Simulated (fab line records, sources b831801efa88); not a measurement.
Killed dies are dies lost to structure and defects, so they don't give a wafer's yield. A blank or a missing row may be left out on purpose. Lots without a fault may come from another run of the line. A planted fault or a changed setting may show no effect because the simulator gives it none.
fab line records | flow sky130
record lots=11 wafers=33 last_day=50
route steps=708 shown FIELD_ISO@16 VT_ADJUST_LVTN@101 VT_ADJUST_HVTR@139 PAD_OPEN@708
lots that met no fault: from a run of the same line without faults
start_h: hours from the record's first day to the start of the lot's first wafer shown | wait_h: hours since the lot's step before | " the same as in the row above | L1.1+2: a row that stands for several wafers | - no value, or no start given | * or withheld: withheld | < > ~ a bound
route shown NAME@n: a module of which the file shows steps, and the number in the route of the first | usual: mean/standard deviation of fault-free wafers | same: alike in all rows | chamber/n: place in a boat | sites: the reading at each site | _std_site: their standard deviation | _edge_site: outer sites' mean less inner sites' | radius_mm: how far each site lies from the wafer's centre | mask NAME#n: copy n | behind: the tool/chamber that last shaped the wafer | hold: why the lot was held/for how many hours/how that ended | device: the transistor (n, p or np) that didn't switch | end of line: the same wafers' tests at the end of the route | a step without rows: its recipe alone | killed: dies lost to structure and defects at the first sort, not the wafer's yield | map: a wafer's dies, x killed, . not, _ none there
set.NAME: the setting as run; set.NAME@STEP: as run at that earlier step | model.NAME: the simulator's own value behind a step, which no gauge read
steps of the route over a sample of lots; a table a step, a row a wafer
services: from which hour (start_h, from the record's first day; less than 0 if before it) a tool's chamber was out of use, for how many hours, and why
## steps
# step SKY_FIELD_ISO_ETCH_15
# recipe chemistry=CHF3/O2 target_depth_nm=180 stop_on=Si source_w=600 bias_w=200 pressure_mtorr=40 chf3_flow_sccm=50 O2_flow_sccm=5 time_s=72
# usual drypump_motor_current_A=5.7/0.41 oes_product_au=0.945/0.0064 throttle_valve_pct=8.844/0.0097
# columns lot.wafer tool chamber start_h wait_h drypump_motor_current_A oes_product_au rf_hours_counter_h throttle_valve_pct
L107.1 rie_diel-03 3 36.68 0.0 5.1 0.947 96 8.836
L107.4 " 0 " " 5.7 0.947 3 8.838
L107.5 " 1 " " 5.8 0.943 - 8.837
L108.1 rie_diel-04 1 42.11 0.0 5.5 0.948 162 8.835
L108.4 " 0 " " 5.5 0.943 56 8.835
L108.6 " 3 " " 6.6 0.932 - 8.843
L110.3 rie_diel-02 2 47.51 0.0 6.0 0.946 82 8.843
L110.4 " 3 " " 6.0 0.945 50 8.847
L110.5 " 1 " " 6.3 0.946 - 8.839
L111.1 rie_diel-03 0 54.46 0.0 5.7 0.951 4 8.844
L111.3 " 2 " " 5.1 0.959 26 8.870
L111.5 " 2 " " 5.1 0.952 - 8.834
L112.2 rie_diel-02 3 61.74 0.0 6.0 0.952 50 8.852
L112.5 " 2 " " 6.0 0.955 - 8.841
L112.6 " 1 " " 6.3 0.956 - 8.846
L114.4 rie_diel-03 0 69.81 0.0 5.7 0.962 - 8.836
L114.5 " 2 " " 5.1 0.943 - 8.841
L114.6 " 3 " " 5.1 0.952 - 8.841
L115.1 rie_diel-03 0 76.48 0.0 5.7 0.939 4 8.824
L115.3 " 2 " " 5.1 0.943 26 8.839
L115.5 " 0 " " 5.7 0.954 - 8.850
L118.1 rie_diel-02 1 90.53 0.0 6.3 0.940 124 8.835
L118.4 " 0 " " 5.8 0.943 50 8.824
L118.6 " 2 " " 6.0 0.944 - 8.851
L120.1 rie_diel-04 0 104.85 0.0 5.6 0.949 57 8.826
L120.3 " 3 " " 6.6 0.942 159 8.834
L120.4 " 1 " " 5.5 0.944 163 8.848
L121.2 rie_diel-03 3 105.50 0.0 5.1 0.936 98 8.824
L121.3 " 0 " " 5.7 0.946 5 8.864
L121.6 " 0 " " 5.7 0.937 - 8.858
L129.1 rie_diel-02 2 150.64 0.0 6.0 0.949 83 8.838
L129.2 " 3 " " 6.0 0.957 52 8.837
L129.4 " 0 " " 5.8 0.947 50 8.863
# step SKY_FIELD_ISO_CMP_27
# recipe stop_on=Si3N4 t_overpolish_s=16 down_force_psi=4 platen_rpm=60 target_thk_nm=457.8 pad_velocity_m_s=0.94248
# usual motor_current_A=12.5/1.3 overpolish_run_s=16.001/0.0086 time_to_endpoint_s=112/4.2
# columns lot.wafer tool chamber start_h wait_h motor_current_A overpolish_run_s time_to_endpoint_s
L107.1 cmp-01 2 42.15 1.0 13.3 15.984 117
L107.4 " 3 " " 11.6 15.997 118
L107.5 " 0 " " 12.4 16.015 112
L108.4 cmp-02 2 49.19 0.1 11.7 16.004 115
L108.1 " 3 " " 11.8 16.011 118
L108.6 " 0 " " 11.3 15.991 115
L110.4 cmp-02 0 53.15 0.0 12.3 15.996 117
L110.3 " 3 " " 11.5 16.006 113
L110.5 " 0 " " 11.9 16.001 113
L111.3 cmp-01 2 60.00 0.0 13.4 15.993 117
L111.1 " 0 " " 12.1 15.987 115
L111.5 " 2 " " 13.6 15.995 113
L112.2 cmp-01 0 67.47 0.0 12.3 15.996 111
L112.6 " 0 " " 12.3 15.994 114
L112.5 " 1 " " 12.5 16.002 107
L114.4 cmp-02 0 78.61 0.1 11.7 16.007 105
L114.5 " 1 " " 15.2 16.002 106
L114.6 " 2 " " 11.5 15.985 107
L115.1 cmp-01 1 88.56 0.1 12.4 15.998 108
L115.3 " 2 " " 13.6 15.994 114
L115.5 " 0 " " 12.1 15.974 116
L118.4 cmp-02 1 99.36 0.1 15.2 16.008 105
L118.1 " 0 " " 12.1 15.987 104
L118.6 " 2 " " 11.3 16.002 106
L120.4 cmp-01 3 111.42 0.0 11.6 15.981 115
L120.3 " 1 " " 12.9 15.992 107
L120.1 " 2 " " 13.7 15.998 113
L121.2 cmp-02 2 111.42 0.0 11.3 16.002 112
L121.3 " 0 " " 12.2 15.991 111
L121.6 " 3 " " 12.1 16.001 108
L129.2 cmp-02 1 154.21 0.1 15.6 15.988 110
L129.1 " 2 " " 11.0 15.998 113
L129.4 " 3 " " 11.5 16.002 110
# step SKY_VT_ADJUST_LVTN_EXPOSE_04
# recipe mask_id=NWM_COMPLEMENT_LESS_NATIVE na=0.6 source_shape=conventional sigma_outer=0.6 polarization=unpolarized target_cd_nm=840 dose_mj=194
# usual exposure_dose_mJ_cm2=194.00/0.19
# same sigma_outer=0.6
# columns lot.wafer tool chamber start_h wait_h mask exposure_dose_mJ_cm2
L107.1 iline_stepper-02 0 140.30 - NWM_COMPLEMENT_LESS_NATIVE#0 193.81
L107.4 " 0 " " NWM_COMPLEMENT_LESS_NATIVE#0 193.81
L107.5 " 0 " " NWM_COMPLEMENT_LESS_NATIVE#0 194.26
L108.1 iline_stepper-01 0 145.27 - NWM_COMPLEMENT_LESS_NATIVE#0 194.44
L108.4 " 0 " " NWM_COMPLEMENT_LESS_NATIVE#0 193.97
L108.6 " 0 " " NWM_COMPLEMENT_LESS_NATIVE#0 194.24
L110.3 iline_stepper-02 0 150.56 - NWM_COMPLEMENT_LESS_NATIVE#0 193.97
L110.4 " 0 " " NWM_COMPLEMENT_LESS_NATIVE#0 193.63
L110.5 " 0 " " NWM_COMPLEMENT_LESS_NATIVE#0 193.83
L111.1 iline_stepper-02 0 161.72 - NWM_COMPLEMENT_LESS_NATIVE#0 194.47
L111.3 " 0 " " NWM_COMPLEMENT_LESS_NATIVE#0 194.31
L111.5 " 0 " " NWM_COMPLEMENT_LESS_NATIVE#0 194.11
L112.2 iline_stepper-02 0 171.31 - NWM_COMPLEMENT_LESS_NATIVE#0 193.93
L112.5 " 0 " " NWM_COMPLEMENT_LESS_NATIVE#0 193.76
L112.6 " 0 " " NWM_COMPLEMENT_LESS_NATIVE#0 193.88
L114.4 iline_stepper-02 0 190.62 - NWM_COMPLEMENT_LESS_NATIVE#0 194.18
L114.5 " 0 " " NWM_COMPLEMENT_LESS_NATIVE#0 193.93
L114.6 " 0 " " NWM_COMPLEMENT_LESS_NATIVE#0 193.79
L115.1 iline_stepper-01 0 198.37 - NWM_COMPLEMENT_LESS_NATIVE#0 194.32
L115.3 " 0 " " NWM_COMPLEMENT_LESS_NATIVE#0 193.90
L115.5 " 0 " " NWM_COMPLEMENT_LESS_NATIVE#0 194.17
L118.1 iline_stepper-02 0 213.22 - NWM_COMPLEMENT_LESS_NATIVE#0 194.19
L118.4 " 0 " " NWM_COMPLEMENT_LESS_NATIVE#0 194.14
L118.6 " 0 " " NWM_COMPLEMENT_LESS_NATIVE#0 193.96
L121.2 iline_stepper-02 0 228.36 - NWM_COMPLEMENT_LESS_NATIVE#0 193.93
L121.3 " 0 " " NWM_COMPLEMENT_LESS_NATIVE#0 193.91
L121.6 " 0 " " NWM_COMPLEMENT_LESS_NATIVE#0 193.95
L120.1 iline_stepper-02 0 229.30 - HVTPM#0 194.02
L120.3 " 0 " " HVTPM#0 193.99
L120.4 " 0 " " HVTPM#0 194.35
L129.1 iline_stepper-02 0 279.14 - NWM_COMPLEMENT_LESS_NATIVE#0 193.94
L129.2 " 0 " " NWM_COMPLEMENT_LESS_NATIVE#0 193.90
L129.4 " 0 " " NWM_COMPLEMENT_LESS_NATIVE#0 193.83
# step SKY_VT_ADJUST_LVTN_OVL_MEAS_07
# usual VT_ADJUST_LVTN_OVL=1.3/1.5
# columns lot.wafer tool chamber start_h wait_h VT_ADJUST_LVTN_OVL[nm]
L107.1 overlay-01 - 149.95 - 1.7
L107.4 " - " " 4.4
L107.5 " - " " 5.6
L108.1 overlay-01 - 154.37 - 2.7
L108.4 " - " " 1.4
L108.6 " - " " 0.5
L110.3 overlay-01 - 161.08 - 3.0
L110.4 " - " " 0.6
L110.5 " - " " 1.6
L111.1 overlay-01 - 171.64 - 1.7
L111.3 " - " " 1.2
L111.5 " - " " -0.5
L112.2 overlay-02 - 181.95 - 2.6
L112.5 " - " " 0.9
L112.6 " - " " 0.2
L114.4 overlay-01 - 200.83 - 2.8
L114.5 " - " " 3.8
L114.6 " - " " 3.8
L115.1 overlay-02 - 209.09 - 1.6
L115.3 " - " " -1.3
L115.5 " - " " 0.9
L118.1 overlay-01 - 224.25 - 2.3
L118.4 " - " " 1.4
L118.6 " - " " 0.7
L121.2 overlay-01 - 239.25 - 0.8
L121.3 " - " " 0.9
L121.6 " - " " 3.1
L120.1 overlay-02 - 239.70 - -
L120.3 " - " " -
L120.4 " - " " -
L129.1 overlay-01 - 290.75 - 2.8
L129.2 " - " " 2.1
L129.4 " - " " 2.8
# step SKY_VT_ADJUST_LVTN_TW_MEAS_10
# usual VT_ADJUST_LVTN_TW=242.6/1.2
# columns lot.wafer tool chamber start_h wait_h VT_ADJUST_LVTN_TW
L107.1 film_metro-03 - 150.24 0.1 244.2
L107.4 " - " " 242.8
L107.5 " - " " 243.1
L108.1 film_metro-02 - 154.65 0.1 244.7
L108.4 " - " " 243.5
L108.6 " - " " 244.1
L110.3 film_metro-02 - 161.37 0.1 243.4
L110.4 " - " " 244.6
L110.5 " - " " 244.7
L111.1 film_metro-03 - 171.93 0.1 243.2
L111.3 " - " " 244.1
L111.5 " - " " 243.4
L112.2 film_metro-02 - 182.24 0.1 241.0
L112.5 " - " " 240.6
L112.6 " - " " 242.1
L114.4 film_metro-03 - 201.13 0.1 242.2
L114.5 " - " " 242.0
L114.6 " - " " 242.9
L115.1 film_metro-04 - 209.38 0.1 241.4
L115.3 " - " " 241.7
L115.5 " - " " 241.9
L118.1 film_metro-04 - 224.54 0.1 241.5
L118.4 " - " " 241.7
L118.6 " - " " 241.7
L121.2 film_metro-02 - 239.54 0.1 244.2
L121.3 " - " " 245.2
L121.6 " - " " 244.3
L120.1 film_metro-02 - 239.99 0.1 30.4
L120.3 " - " " 30.2
L120.4 " - " " 30.3
L129.1 film_metro-03 - 291.04 0.1 244.0
L129.2 " - " " 242.5
L129.4 " - " " 241.9
# step SKY_VT_ADJUST_HVTR_OVL_MEAS_08
# usual VT_ADJUST_HVTR_OVL=1.9/1.5
# columns lot.wafer tool chamber start_h wait_h VT_ADJUST_HVTR_OVL[nm]
L107.1 overlay-02 - 213.02 0.1 4.7
L107.4 " - " " 5.4
L107.5 " - " " 1.6
L108.1 overlay-01 - 218.72 0.1 3.1
L108.4 " - " " 3.3
L108.6 " - " " 1.2
L110.3 overlay-02 - 226.13 0.1 1.3
L110.4 " - " " 2.7
L110.5 " - " " 0.4
L111.1 overlay-01 - 237.32 0.1 1.3
L111.3 " - " " 1.2
L111.5 " - " " 2.3
L112.2 overlay-01 - 248.68 0.1 2.4
L112.5 " - " " 2.2
L112.6 " - " " -2.2
L114.4 overlay-02 - 270.00 0.1 1.7
L114.5 " - " " 2.0
L114.6 " - " " 1.9
L115.1 overlay-02 - 279.29 0.1 2.5
L115.3 " - " " 2.6
L115.5 " - " " 2.7
L118.1 overlay-01 - 296.04 0.1 3.4
L118.4 " - " " 1.9
L118.6 " - " " 1.0
L121.2 overlay-02 - 312.58 0.1 1.8
L121.3 " - " " 3.2
L121.6 " - " " 4.0
L120.1 overlay-02 - 313.09 0.1 2.5
L120.3 " - " " 1.9
L120.4 " - " " 2.3
L129.1 overlay-01 - 370.83 0.1 4.3
L129.2 " - " " 3.3
L129.4 " - " " 4.0
# step SKY_PAD_OPEN_PROBE_99
# usual killed_at_M0_to_M3=43/7.2 killed_at_M4_up=3.1/1.8 killed_at_contacts=24/5.4 killed_at_front_end=15/4.4 killed_at_other=0.4/0.56 killed_dies=86/9.3 killed_on_rim=17/3.6 killed_open=47/6.9 killed_short=39/6.6
# same gross_dies=492 killed_at_back_side=0
# columns lot.wafer tool chamber start_h wait_h killed_at_M0_to_M3 killed_at_M4_up killed_at_contacts killed_at_front_end killed_at_other killed_dies killed_on_rim killed_open killed_short
L120.1 prober-01 - 1161.92 0.1 45 3 23 421 0 492 96 44 41
L120.3 prober-01 - 1162.02 0.2 46 4 22 420 0 492 96 46 32
L120.4 prober-01 - 1162.07 0.2 56 5 30 401 0 492 96 61 51
# killed by level:class
L120.1 VT_ADJUST_LVTN:area_expose=406 CONTACT:geometric_particle:open=13 VIA1:geometric_particle:open=10 VIA3:geometric_particle:short=7 LOCAL_INTERCONNECT:geometric_particle:short=6 VIA3:geometric_particle:open=6 METAL2:geometric_particle:short=4 METAL3:geometric_particle:short=4
L120.3 VT_ADJUST_LVTN:area_expose=412 CONTACT:geometric_particle:open=10 VIA3:geometric_particle:open=8 METAL2:geometric_particle:short=7 VIA1:geometric_particle:open=7 VIA2:geometric_particle:open=5 LI_CONTACT:geometric_particle:open=4 CONTACT:geometric_particle:short=4
L120.4 VT_ADJUST_LVTN:area_expose=380 VIA1:geometric_particle:open=15 CONTACT:geometric_particle:open=13 METAL2:geometric_particle:short=10 FIELD_ISO:geometric_particle:open=6 POLY_GATE:geometric_particle:short=6 POLY_GATE:geometric_particle:open=6 LI_CONTACT:geometric_particle:open=6
## services
# columns tool chamber start_h hours kind
cmp-01 - 29.56 1.6 repair
rie_diel-03 3 48.74 16.0 repair
cmp-02 - 64.19 4.0 pm
iline_stepper-02 - 65.98 1.7 pm
cmp-01 - 75.98 5.7 pm
cmp-01 - 84.40 2.3 repair
cmp-02 - 86.79 12.0 pm
cmp-01 - 90.25 2.8 repair
cmp-01 - 103.94 1.8 repair
cmp-02 - 131.46 4.8 repair
rie_diel-03 2 149.71 7.3 repair
rie_diel-03 0 161.59 3.9 repair
rie_diel-02 - 168.38 4.3 pm
iline_stepper-02 - 199.16 4.4 pm
cmp-02 - 208.98 4.5 repair
rie_diel-02 2 218.61 3.6 repair
cmp-01 - 232.00 4.0 pm
iline_stepper-02 - 240.56 6.2 repair
cmp-02 - 242.66 0.7 repair
cmp-02 - 246.35 2.2 repair
cmp-02 - 248.55 4.4 pm
cmp-01 - 266.95 0.9 repair
cmp-01 - 273.56 1.1 repair
rie_diel-03 3 275.55 5.8 repair
## key
first_sign step=SKY_VT_ADJUST_LVTN_EXPOSE_04 reading=mask direction=changed
effect step=SKY_VT_ADJUST_LVTN_OVL_MEAS_07 reading=VT_ADJUST_LVTN_OVL direction=missing
effect step=SKY_VT_ADJUST_LVTN_TW_MEAS_10 reading=VT_ADJUST_LVTN_TW direction=down sigmas=99+ usual=242.6 struck=30.3
effect step=SKY_PAD_OPEN_PROBE_99 reading=killed_at_front_end direction=up sigmas=91 usual=15 struck=414
more_kills_born_at SKY_VT_ADJUST_LVTN_EXPOSE_04@iline_stepper-02=1198
met_at SKY_VT_ADJUST_LVTN_EXPOSE_04
struck_lots L120
tester_left_out L120
not_acting_at SKY_FIELD_ISO_ETCH_15,SKY_FIELD_ISO_CMP_27,SKY_VT_ADJUST_HVTR_OVL_MEAS_08
onset_between 228.36 229.30
fault kind=wrong_mask tool=any chamber=- onset_h=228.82 steps=SKY_VT_ADJUST_LVTN_EXPOSE_04 aux_copy=HVTPM#0 scope=struck_lots_only
# tester_left_out: of these lots the tester's yield and bins aren't shown, on N5 and GAA mostly nor the transistor test; their killed dies are dies lost to structure and defects alone, not to doping, threshold or leakage, so they don't give the yield
